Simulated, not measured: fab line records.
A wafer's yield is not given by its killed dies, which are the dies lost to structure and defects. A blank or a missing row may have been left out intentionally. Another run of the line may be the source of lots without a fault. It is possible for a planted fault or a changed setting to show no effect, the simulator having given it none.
fab line records + flow sky130
record
- lots=13
- wafers=39
- last-day=50
route steps=708 shown NWELL@68 VT_ADJUST_HVTP@93 VT_ADJUST_NCORE@125 PAD_OPEN@708
lots that met no fault: from a run of the same line without faults
start-h: the number of hours between the record's first day and the start of the first shown wafer of the lot + wait-h: hours since the lot's step before + " the same as in the row above + L1.1+2: one row covering several wafers at once + - no value, or no start was given + * or withheld: withheld + < > ~ a bound
route shown NAME@n: NAME is a module with steps in the file, n the number in the route of the first one + usual: mean/standard deviation of fault-free wafers + same: alike in all rows + chamber/n: place in a boat + sites: each site's reading + _std_site: standard deviation across them + _edge_site: outer sites' mean less inner sites' + radius-mm: for every site, how far away it sits from the centre of the wafer + mask NAME#n: copy n + behind: tool/chamber where the wafer was last shaped + hold: why the lot went on hold/how many hours it stayed there/how the hold came to an end + device: the transistor (n, p or np) that didn't switch + end of line: at the end of the route, the tests of the same wafers + where a step has no rows: the recipe by itself + killed: count of dies lost to structure and defects at first sort (not the wafer's yield) + map: shows each die of a wafer: x if killed, . if not, _ if none is there
set.NAME: the setting as run; set.NAME@STEP: as run at that earlier step + model.NAME: the simulator's own value behind a step, which no gauge read
route steps across a sampled set of lots; one table per step, one row per wafer
services: when a tool's chamber went out of use (start-h, in hours from the record's first day, below 0 if earlier), for how many hours, and the reason
## steps
# step SKY_NWELL_TW_MEAS_15
# usual
- NWELL_TW=1831/11
| lot.wafer | tool          | chamber | start-h | wait-h | NWELL_TW |
|-----------|---------------|---------|---------|--------|----------|
| L252.3    | film-metro-04 | -       | 93.99   | 0.1    | 1821     |
| L252.5    | "             | -       | "       | "      | 1826     |
| L252.6    | "             | -       | "       | "      | 1822     |
| L253.1    | film-metro-04 | -       | 100.12  | 0.1    | 1836     |
| L253.3    | "             | -       | "       | "      | 1839     |
| L253.4    | "             | -       | "       | "      | 1838     |
| L254.2    | film-metro-04 | -       | 104.02  | 0.1    | 1832     |
| L254.4    | "             | -       | "       | "      | 1837     |
| L254.6    | "             | -       | "       | "      | 1830     |
| L257.2    | film-metro-03 | -       | 121.93  | 0.1    | 1809     |
| L257.3    | "             | -       | "       | "      | 1818     |
| L257.4    | "             | -       | "       | "      | 1819     |
| L261.1    | film-metro-04 | -       | 143.89  | 0.1    | 1834     |
| L261.4    | "             | -       | "       | "      | 1830     |
| L261.5    | "             | -       | "       | "      | 1842     |
| L262.2    | film-metro-04 | -       | 147.40  | 0.1    | 1830     |
| L262.3    | "             | -       | "       | "      | 1833     |
| L262.4    | "             | -       | "       | "      | 1836     |
| L264.1    | film-metro-01 | -       | 159.79  | 0.1    | 1832     |
| L264.4    | "             | -       | "       | "      | 1833     |
| L264.6    | "             | -       | "       | "      | 1829     |
| L265.2    | film-metro-04 | -       | 168.59  | 0.1    | 1830     |
| L265.3    | "             | -       | "       | "      | 1832     |
| L265.5    | "             | -       | "       | "      | 1826     |
| L266.2    | film-metro-04 | -       | 173.34  | 0.1    | 1831     |
| L266.4    | "             | -       | "       | "      | 1837     |
| L266.6    | "             | -       | "       | "      | 1837     |
| L267.1    | film-metro-01 | -       | 178.34  | 0.1    | 1841     |
| L267.2    | "             | -       | "       | "      | 1834     |
| L267.4    | "             | -       | "       | "      | 1828     |
| L268.2    | film-metro-03 | -       | 185.57  | 0.1    | 1796     |
| L268.4    | "             | -       | "       | "      | 1809     |
| L268.6    | "             | -       | "       | "      | 1813     |
| L272.1    | film-metro-03 | -       | 213.22  | 0.1    | 1819     |
| L272.4    | "             | -       | "       | "      | 1818     |
| L272.5    | "             | -       | "       | "      | 1807     |
| L273.1    | film-metro-01 | -       | 214.37  | 0.1    | 1845     |
| L273.3    | "             | -       | "       | "      | 1851     |
| L273.4    | "             | -       | "       | "      | 1843     |
# step SKY_NWELL_STRIP_25
# recipe
- chemistry=O2/N2
- power-w=1400
- pressure-mtorr=1500
- platen-temp-c=withheld
- o2-flow-sccm=3000
- n2-flow-sccm=300
- overash-fraction=0.5
# usual
- drypump-motor-current-A=5.8/0.49
- oes-product-au=0.722/0.0042
- strip-time-to-endpoint-s=36.92/0.12
# same
- overash-fraction=0.5
| lot.wafer | tool            | chamber | start-h | wait-h | drypump-motor-current-A | oes-product-au | rf-hours-counter-h | strip-time-to-endpoint-s |
|-----------|-----------------|---------|---------|--------|-------------------------|----------------|--------------------|--------------------------|
| L252.3    | plasma-asher-03 | 1       | 111.65  | 0.1    | 5.5                     | 0.722          | -                  | 36.90                    |
| L252.5    | "               | 0       | "       | "      | 6.7                     | 0.723          | -                  | 36.97                    |
| L252.6    | "               | 1       | "       | "      | 5.5                     | 0.716          | -                  | 36.90                    |
| L253.1    | plasma-asher-03 | 1       | 118.02  | 0.1    | 5.5                     | 0.718          | 27                 | 37.00                    |
| L253.3    | "               | 0       | "       | "      | 6.6                     | 0.718          | -                  | 36.95                    |
| L253.4    | "               | 1       | "       | "      | 5.5                     | 0.723          | -                  | 37.02                    |
| L254.2    | plasma-asher-04 | 1       | 121.87  | 0.1    | 6.2                     | 0.723          | 44                 | 36.96                    |
| L254.4    | "               | 1       | "       | "      | 6.2                     | 0.722          | -                  | 36.93                    |
| L254.6    | "               | 0       | "       | "      | 5.9                     | 0.722          | -                  | 36.98                    |
| L257.2    | plasma-asher-02 | 0       | 140.67  | 0.1    | 5.3                     | 0.728          | 2                  | 36.85                    |
| L257.3    | "               | 1       | "       | "      | 5.7                     | 0.725          | -                  | 36.96                    |
| L257.4    | "               | 0       | "       | "      | 5.3                     | 0.722          | -                  | 36.92                    |
| L261.1    | plasma-asher-03 | 0       | 163.39  | 0.1    | 6.6                     | 0.721          | 32                 | 36.82                    |
| L261.4    | "               | 0       | "       | "      | 6.6                     | 0.722          | -                  | 36.74                    |
| L261.5    | "               | 1       | "       | "      | 5.5                     | 0.719          | -                  | 36.70                    |
| L262.2    | plasma-asher-03 | 1       | 167.94  | 0.1    | 5.5                     | 0.730          | 32                 | 36.77                    |
| L262.3    | "               | 1       | "       | "      | 5.5                     | 0.720          | -                  | 36.91                    |
| L262.4    | "               | 0       | "       | "      | 6.7                     | 0.720          | -                  | 36.92                    |
| L264.1    | plasma-asher-03 | 1       | 180.62  | 0.1    | 5.5                     | 0.728          | 33                 | 36.85                    |
| L264.4    | "               | 1       | "       | "      | 5.5                     | 0.730          | -                  | 36.74                    |
| L264.6    | "               | 1       | "       | "      | 5.5                     | 0.718          | -                  | 36.80                    |
| L265.2    | plasma-asher-04 | 1       | 188.54  | 0.1    | 6.2                     | 0.711          | 50                 | 36.83                    |
| L265.3    | "               | 1       | "       | "      | 6.2                     | 0.719          | -                  | 37.01                    |
| L265.5    | "               | 0       | "       | "      | 5.9                     | 0.723          | -                  | 36.99                    |
| L266.2    | plasma-asher-03 | 0       | 194.16  | 0.1    | 6.7                     | 0.727          | 35                 | 36.64                    |
| L266.4    | "               | 0       | "       | "      | 6.6                     | 0.718          | -                  | 36.77                    |
| L266.6    | "               | 1       | "       | "      | 5.6                     | 0.721          | -                  | 36.76                    |
| L267.1    | plasma-asher-02 | 1       | 198.57  | 0.1    | 5.7                     | 0.720          | 8                  | 36.97                    |
| L267.2    | "               | 0       | "       | "      | 5.3                     | 0.724          | 8                  | 36.96                    |
| L267.4    | "               | 1       | "       | "      | 5.7                     | 0.720          | -                  | 36.93                    |
| L268.2    | plasma-asher-02 | 0       | 206.51  | 0.1    | 5.3                     | 0.722          | 8                  | 37.01                    |
| L268.4    | "               | 1       | "       | "      | 5.7                     | 0.720          | -                  | 37.03                    |
| L268.6    | "               | 1       | "       | "      | 5.8                     | 0.726          | -                  | 36.90                    |
| L272.1    | plasma-asher-03 | 0       | 235.18  | 0.1    | 6.7                     | 0.724          | 39                 | 36.91                    |
| L272.4    | "               | 1       | "       | "      | 5.5                     | 0.723          | -                  | 36.81                    |
| L272.5    | "               | 1       | "       | "      | 5.5                     | 0.723          | -                  | 36.91                    |
| L273.1    | plasma-asher-04 | 1       | 236.42  | 0.1    | 6.2                     | 0.724          | 55                 | 37.14                    |
| L273.3    | "               | 1       | "       | "      | 6.2                     | 0.720          | -                  | 37.02                    |
| L273.4    | "               | 0       | "       | "      | 5.8                     | 0.722          | -                  | 36.99                    |
# step SKY_VT_ADJUST_HVTP_OVL_MEAS_08
# usual
- VT_ADJUST_HVTP_OVL=-0.2/1.4
| lot.wafer | tool       | chamber | start-h | wait-h | VT_ADJUST_HVTP_OVL[nm] |
|-----------|------------|---------|---------|--------|------------------------|
| L252.3    | overlay-01 | -       | 130.12  | 0.1    | 1.5                    |
| L252.5    | "          | -       | "       | "      | 0.7                    |
| L252.6    | "          | -       | "       | "      | 0.8                    |
| L253.1    | overlay-01 | -       | 137.60  | 0.1    | 0.8                    |
| L253.3    | "          | -       | "       | "      | 0.0                    |
| L253.4    | "          | -       | "       | "      | 1.1                    |
| L254.2    | overlay-02 | -       | 141.00  | 0.1    | -0.2                   |
| L254.4    | "          | -       | "       | "      | 0.6                    |
| L254.6    | "          | -       | "       | "      | 1.1                    |
| L257.2    | overlay-02 | -       | 160.55  | 0.1    | -1.4                   |
| L257.3    | "          | -       | "       | "      | -1.5                   |
| L257.4    | "          | -       | "       | "      | 0.1                    |
| L261.1    | overlay-02 | -       | 184.07  | 0.1    | -1.4                   |
| L261.4    | "          | -       | "       | "      | 1.1                    |
| L261.5    | "          | -       | "       | "      | -0.3                   |
| L262.2    | overlay-02 | -       | 188.36  | 0.1    | 0.4                    |
| L262.3    | "          | -       | "       | "      | 0.1                    |
| L262.4    | "          | -       | "       | "      | -1.7                   |
| L264.1    | overlay-01 | -       | 203.42  | 0.1    | -0.3                   |
| L264.4    | "          | -       | "       | "      | -0.1                   |
| L264.6    | "          | -       | "       | "      | -0.8                   |
| L265.2    | overlay-02 | -       | 210.38  | 0.1    | -0.1                   |
| L265.3    | "          | -       | "       | "      | -0.2                   |
| L265.5    | "          | -       | "       | "      | 0.8                    |
| L266.2    | overlay-01 | -       | 216.10  | 0.1    | -2.3                   |
| L266.4    | "          | -       | "       | "      | -1.9                   |
| L266.6    | "          | -       | "       | "      | -0.2                   |
| L267.1    | overlay-01 | -       | 220.61  | 0.1    | -1.0                   |
| L267.2    | "          | -       | "       | "      | 0.8                    |
| L267.4    | "          | -       | "       | "      | 0.1                    |
| L268.2    | overlay-01 | -       | 229.60  | 0.1    | 0.1                    |
| L268.4    | "          | -       | "       | "      | 1.0                    |
| L268.6    | "          | -       | "       | "      | -0.6                   |
| L272.1    | overlay-01 | -       | 258.96  | 0.1    | 0.6                    |
| L272.4    | "          | -       | "       | "      | -1.7                   |
| L272.5    | "          | -       | "       | "      | -1.3                   |
| L273.1    | overlay-02 | -       | 260.50  | 0.1    | 0.0                    |
| L273.3    | "          | -       | "       | "      | 0.7                    |
| L273.4    | "          | -       | "       | "      | 0.2                    |
# step SKY_VT_ADJUST_NCORE_DEVELOP_06
# recipe
- resist=NOVOLAK
- developer=TMAH
- develop-time-s=60
- dev-temp-c=23
| lot.wafer  | tool           | chamber | start-h | wait-h |
|------------|----------------|---------|---------|--------|
| L252.3+5+6 | litho-track-03 | 0       | 190.60  | 0.1    |
| L253.1+3+4 | litho-track-04 | 0       | 196.69  | 0.1    |
| L254.2+4+6 | litho-track-03 | 0       | 206.22  | 0.1    |
| L257.2+3+4 | litho-track-04 | 0       | 225.26  | 0.1    |
| L261.1+4+5 | litho-track-03 | 0       | 249.30  | 0.1    |
| L262.2+3+4 | litho-track-03 | 0       | 256.97  | 0.1    |
| L264.1+4+6 | litho-track-04 | 0       | 272.44  | 0.1    |
| L265.2+3+5 | litho-track-01 | 0       | 280.01  | 0.1    |
| L266.2+4+6 | litho-track-04 | 0       | 285.91  | 0.1    |
| L267.1+2+4 | litho-track-01 | 0       | 291.78  | 0.1    |
| L268.2+4+6 | litho-track-04 | 0       | 302.66  | 0.1    |
| L272.1+4+5 | litho-track-03 | 0       | 335.10  | 0.1    |
| L273.1+3+4 | litho-track-03 | 0       | 336.90  | 0.1    |
# step SKY_VT_ADJUST_NCORE_CD_MEAS_07
# recipe
- target-cd-nm=380
# usual
- cd-nm=379.0/2.2
| lot.wafer | tool      | chamber | start-h | wait-h | cd-nm |
|-----------|-----------|---------|---------|--------|-------|
| L252.3    | cd-sem-02 | -       | 190.74  | 0.1    | 377.3 |
| L252.5    | "         | -       | "       | "      | 378.3 |
| L252.6    | "         | -       | "       | "      | 380.0 |
| L253.1    | cd-sem-02 | -       | 196.84  | 0.1    | 378.4 |
| L253.3    | "         | -       | "       | "      | 379.9 |
| L253.4    | "         | -       | "       | "      | 382.2 |
| L254.2    | cd-sem-01 | -       | 206.37  | 0.1    | 377.4 |
| L254.4    | "         | -       | "       | "      | 381.2 |
| L254.6    | "         | -       | "       | "      | 377.8 |
| L257.2    | cd-sem-02 | -       | 225.41  | 0.1    | 379.3 |
| L257.3    | "         | -       | "       | "      | 376.7 |
| L257.4    | "         | -       | "       | "      | 378.8 |
| L261.1    | cd-sem-02 | -       | 249.61  | 0.3    | 379.1 |
| L261.4    | "         | -       | "       | "      | 377.9 |
| L261.5    | "         | -       | "       | "      | 379.2 |
| L262.2    | cd-sem-02 | -       | 257.12  | 0.1    | 380.4 |
| L262.3    | "         | -       | "       | "      | 377.5 |
| L262.4    | "         | -       | "       | "      | 378.8 |
| L264.1    | cd-sem-02 | -       | 272.59  | 0.1    | 377.8 |
| L264.4    | "         | -       | "       | "      | 379.6 |
| L264.6    | "         | -       | "       | "      | 377.9 |
| L265.2    | cd-sem-01 | -       | 280.15  | 0.1    | 381.4 |
| L265.3    | "         | -       | "       | "      | 380.7 |
| L265.5    | "         | -       | "       | "      | 380.9 |
| L266.2    | cd-sem-02 | -       | 286.06  | 0.1    | 365.6 |
| L266.4    | "         | -       | "       | "      | 367.6 |
| L266.6    | "         | -       | "       | "      | 365.4 |
| L267.1    | cd-sem-02 | -       | 292.02  | 0.2    | 378.4 |
| L267.2    | "         | -       | "       | "      | 377.4 |
| L267.4    | "         | -       | "       | "      | 381.1 |
| L268.2    | cd-sem-02 | -       | 302.81  | 0.1    | 367.5 |
| L268.4    | "         | -       | "       | "      | 368.7 |
| L268.6    | "         | -       | "       | "      | 367.7 |
| L272.1    | cd-sem-02 | -       | 335.25  | 0.1    | 383.7 |
| L272.4    | "         | -       | "       | "      | 381.7 |
| L272.5    | "         | -       | "       | "      | 384.7 |
| L273.1    | cd-sem-01 | -       | 337.05  | 0.1    | 380.3 |
| L273.3    | "         | -       | "       | "      | 379.7 |
| L273.4    | "         | -       | "       | "      | 378.8 |
# step SKY_PAD_OPEN_PROBE_99
# usual
- killed_at_M0_to_M3=43/7
- killed_at_M4_up=3.1/2
- killed-at-contacts=24/5.3
- killed-at-front-end=15/4.2
- killed-at-other=0.4/0.66
- killed-dies=86/9.5
- killed-open=47/7.4
- killed-short=38/6.2
# same
- gross-dies=492
- killed-at-back-side=0
| lot.wafer | tool      | chamber | start-h | wait-h | killed_at_M0_to_M3 | killed_at_M4_up | killed-at-contacts | killed-at-front-end | killed-at-other | killed-dies | killed-open | killed-short |
|-----------|-----------|---------|---------|--------|--------------------|-----------------|--------------------|---------------------|-----------------|-------------|-------------|--------------|
| L252.3    | prober-02 | -       | 1083.01 | 0.2    | 37                 | 6               | 20                 | 14                  | 0               | 77          | 42          | 35           |
| L252.5    | prober-02 | -       | 1083.11 | 0.2    | 40                 | 3               | 22                 | 26                  | 0               | 91          | 46          | 45           |
| L252.6    | prober-02 | -       | 1083.16 | 0.2    | 43                 | 7               | 20                 | 12                  | 0               | 82          | 37          | 44           |
| L261.1    | prober-01 | -       | 1135.35 | 0.1    | 47                 | 1               | 20                 | 10                  | 0               | 78          | 36          | 42           |
| L261.4    | prober-01 | -       | 1135.50 | 0.2    | 51                 | 2               | 26                 | 14                  | 2               | 95          | 59          | 36           |
| L261.5    | prober-01 | -       | 1135.55 | 0.2    | 32                 | 4               | 19                 | 14                  | 0               | 69          | 41          | 28           |
| L264.1    | prober-01 | -       | 1150.07 | 0.1    | 35                 | 2               | 17                 | 15                  | 0               | 69          | 41          | 28           |
| L264.4    | prober-01 | -       | 1150.22 | 0.2    | 39                 | 3               | 27                 | 9                   | 1               | 79          | 50          | 28           |
| L264.6    | prober-01 | -       | 1150.32 | 0.2    | 39                 | 7               | 23                 | 7                   | 0               | 76          | 42          | 34           |
| L265.2    | prober-02 | -       | 1159.27 | 0.1    | 52                 | 0               | 19                 | 15                  | 2               | 88          | 46          | 42           |
| L265.3    | prober-02 | -       | 1159.32 | 0.2    | 39                 | 4               | 23                 | 19                  | 0               | 85          | 44          | 41           |
| L265.5    | prober-02 | -       | 1159.42 | 0.2    | 48                 | 1               | 28                 | 16                  | 0               | 93          | 59          | 34           |
| L266.2    | prober-01 | -       | 1160.69 | 0.1    | 46                 | 1               | 32                 | 16                  | 0               | 95          | 51          | 44           |
| L266.4    | prober-01 | -       | 1160.79 | 0.2    | 47                 | 1               | 23                 | 13                  | 0               | 84          | 43          | 41           |
| L266.6    | prober-01 | -       | 1160.89 | 0.2    | 35                 | 0               | 25                 | 12                  | 0               | 72          | 41          | 31           |
| L268.2    | prober-01 | -       | 1172.40 | 0.1    | 55                 | 4               | 19                 | 14                  | 0               | 92          | 51          | 40           |
| L268.4    | prober-01 | -       | 1172.50 | 0.2    | 46                 | 3               | 21                 | 15                  | 0               | 85          | 43          | 42           |
| L268.6    | prober-01 | -       | 1172.60 | 0.2    | 34                 | 2               | 25                 | 18                  | 0               | 79          | 49          | 30           |
# killed by level:class
L252.3 VIA1:geometric-particle:open=10 CONTACT:geometric-particle:open=9 VIA3:geometric-particle:open=7 CONTACT:geometric-particle:short=7 METAL2:geometric-particle:short=6 POLY_GATE:geometric-particle:short=4 METAL4:geometric-particle:short=4 VIA1:geometric-particle:short=4
L252.5 VIA1:geometric-particle:open=11 POLY_GATE:geometric-particle:short=7 LI_CONTACT:geometric-particle:open=7 CONTACT:geometric-particle:open=7 FIELD_ISO:geometric-particle:short=6 METAL1:geometric-particle:short=5 VIA2:geometric-particle:open=5 FIELD_ISO:geometric-particle:open=4
L252.6 LI_CONTACT:geometric-particle:open=6 METAL1:geometric-particle:short=6 VIA3:geometric-particle:open=6 LOCAL_INTERCONNECT:geometric-particle:short=5 METAL2:geometric-particle:short=5 VIA2:geometric-particle:open=5 VIA2:geometric-particle:short=5 FIELD_ISO:geometric-particle:short=4
L261.1 METAL2:geometric-particle:short=10 VIA1:geometric-particle:open=8 CONTACT:geometric-particle:open=7 VIA2:geometric-particle:open=7 LI_CONTACT:geometric-particle:open=6 VIA1:geometric-particle:short=5 METAL3:geometric-particle:short=5 METAL1:geometric-particle:short=4
L261.4 CONTACT:geometric-particle:open=15 VIA1:geometric-particle:open=13 VIA2:geometric-particle:open=8 METAL2:geometric-particle:short=6 METAL1:geometric-particle:short=5 VIA3:geometric-particle:open=5 FIELD_ISO:geometric-particle:open=4 LI_CONTACT:geometric-particle:open=4
L261.5 VIA1:geometric-particle:open=10 LI_CONTACT:geometric-particle:open=8 POLY_GATE:geometric-particle:open=5 CONTACT:geometric-particle:open=5 METAL1:geometric-particle:short=5 VIA3:geometric-particle:open=5 METAL4:geometric-particle:short=4 FIELD_ISO:geometric-particle:open=3
L264.1 VIA3:geometric-particle:open=8 VIA1:geometric-particle:open=8 CONTACT:geometric-particle:open=6 VIA2:geometric-particle:open=6 LI_CONTACT:geometric-particle:open=5 POLY_GATE:geometric-particle:open=4 CONTACT:geometric-particle:short=4 METAL1:geometric-particle:short=4
L264.4 CONTACT:geometric-particle:open=10 VIA1:geometric-particle:open=8 VIA3:geometric-particle:open=8 LI_CONTACT:geometric-particle:open=7 METAL1:geometric-particle:short=6 VIA2:geometric-particle:open=4 POLY_GATE:geometric-particle:open=3 LOCAL_INTERCONNECT:geometric-particle:short=3
L264.6 CONTACT:geometric-particle:open=11 VIA1:geometric-particle:open=7 METAL2:geometric-particle:short=6 VIA2:geometric-particle:open=6 VIA3:geometric-particle:open=5 FIELD_ISO:geometric-particle:open=4 LI_CONTACT:geometric-particle:open=4 LOCAL_INTERCONNECT:geometric-particle:short=4
L265.2 VIA1:geometric-particle:open=15 CONTACT:geometric-particle:open=7 VIA1:geometric-particle:short=7 FIELD_ISO:geometric-particle:short=6 LOCAL_INTERCONNECT:geometric-particle:short=6 METAL1:geometric-particle:short=6 VIA2:geometric-particle:open=6 FIELD_ISO:geometric-particle:open=5
L265.3 VIA1:geometric-particle:open=9 LI_CONTACT:geometric-particle:open=8 VIA2:geometric-particle:open=7 POLY_GATE:geometric-particle:short=6 CONTACT:geometric-particle:short=6 FIELD_ISO:geometric-particle:open=4 METAL1:geometric-particle:short=4 METAL3:geometric-particle:short=4
L265.5 VIA3:geometric-particle:open=12 VIA2:geometric-particle:open=9 LI_CONTACT:geometric-particle:open=8 CONTACT:geometric-particle:open=8 VIA1:geometric-particle:open=8 FIELD_ISO:geometric-particle:open=4 LOCAL_INTERCONNECT:geometric-particle:short=4 VIA1:geometric-particle:short=4
L266.2 LI_CONTACT:geometric-particle:open=10 CONTACT:geometric-particle:open=9 VIA3:geometric-particle:open=7 VIA1:geometric-particle:short=7 VIA2:geometric-particle:open=7 METAL1:geometric-particle:short=6 VIA1:geometric-particle:open=6 FIELD_ISO:geometric-particle:open=4
L266.4 LI_CONTACT:geometric-particle:open=9 VIA2:geometric-particle:open=9 METAL1:geometric-particle:short=8 VIA1:geometric-particle:open=8 VIA3:geometric-particle:short=6 FIELD_ISO:geometric-particle:short=5 CONTACT:geometric-particle:open=5 LOCAL_INTERCONNECT:geometric-particle:short=5
L266.6 LI_CONTACT:geometric-particle:open=8 VIA3:geometric-particle:open=8 CONTACT:geometric-particle:short=7 CONTACT:geometric-particle:open=7 VIA1:geometric-particle:open=5 VIA2:geometric-particle:short=4 VIA2:geometric-particle:open=4 METAL3:geometric-particle:short=4
L268.2 VIA1:geometric-particle:open=19 VIA3:geometric-particle:open=8 CONTACT:geometric-particle:open=8 VIA2:geometric-particle:open=7 METAL2:geometric-particle:short=6 METAL1:geometric-particle:short=5 POLY_GATE:geometric-particle:short=4 VIA1:geometric-particle:short=4
L268.4 METAL1:geometric-particle:short=12 VIA1:geometric-particle:open=10 CONTACT:geometric-particle:short=7 CONTACT:geometric-particle:open=5 VIA3:geometric-particle:open=5 METAL2:geometric-particle:short=5 FIELD_ISO:geometric-particle:short=4 LI_CONTACT:geometric-particle:open=4
L268.6 CONTACT:geometric-particle:open=13 VIA1:geometric-particle:open=11 VIA2:geometric-particle:open=8 POLY_GATE:geometric-particle:open=5 FIELD_ISO:geometric-particle:open=4 LOCAL_INTERCONNECT:geometric-particle:short=4 METAL1:geometric-particle:short=4 POLY_GATE:geometric-particle:short=3
## services
| tool            | chamber | start-h | hours | kind                      |
|-----------------|---------|---------|-------|---------------------------|
| plasma-asher-03 | -       | 90.13   | 3.9   | repair                    |
| plasma-asher-02 | -       | 108.75  | 9.0   | pm                        |
| plasma-asher-02 | 0       | 108.75  | 9.0   | vent-cycle                |
| plasma-asher-02 | 1       | 108.75  | 9.0   | vent-cycle                |
| plasma-asher-02 | 0       | 117.75  | -     | clean                     |
| plasma-asher-02 | 1       | 117.75  | -     | clean                     |
| plasma-asher-02 | -       | 118.07  | 5.0   | repair                    |
| litho-track-04  | -       | 193.15  | -     | consumable-replace:filter |
| plasma-asher-04 | -       | 221.33  | 4.1   | repair                    |
| plasma-asher-02 | -       | 277.41  | 13.9  | pm                        |
| plasma-asher-03 | -       | 298.33  | 0.4   | repair                    |
| plasma-asher-03 | -       | 300.21  | 1.9   | repair                    |
| plasma-asher-02 | -       | 311.71  | 8.1   | repair                    |
| plasma-asher-04 | -       | 324.07  | 2.8   | pm                        |
| plasma-asher-02 | -       | 329.38  | 4.0   | pm                        |
## key
first-sign
- step=SKY_VT_ADJUST_NCORE_CD_MEAS_07
- reading=cd-nm
- direction=down
- sigmas=5.5
- usual=379.0
- struck=367.1
- through=control-loop
effect none on later readings
met-at SKY_VT_ADJUST_NCORE_DEVELOP_06
struck-lots L266,L268
tester-left-out L266,L268
loop-trim
- step=SKY_VT_ADJUST_NCORE_EXPOSE_04
- setting=dose
- lots=L268
not-acting-at SKY_NWELL_TW_MEAS_15,SKY_NWELL_STRIP_25,SKY_VT_ADJUST_HVTP_OVL_MEAS_08
onset-between 272.44 285.91
fault
- kind=process-parameter-drift
- tool=litho-track-04
- chamber=-
- onset-h=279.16
- steps=SKY_VT_ADJUST_NCORE_DEVELOP_06
- channel=develop-time-s
- offset=*
- shape=step
- end-h=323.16
- acts-in=*
- stated=*
# tester-left-out: of these lots the tester's yield and bins aren't shown, on N5 and GAA mostly nor the transistor test; their killed dies are dies lost to structure and defects alone, not to doping, threshold or leakage, so they don't give the yield
# loop-trim: a control loop set the setting to another value than it would have without faults
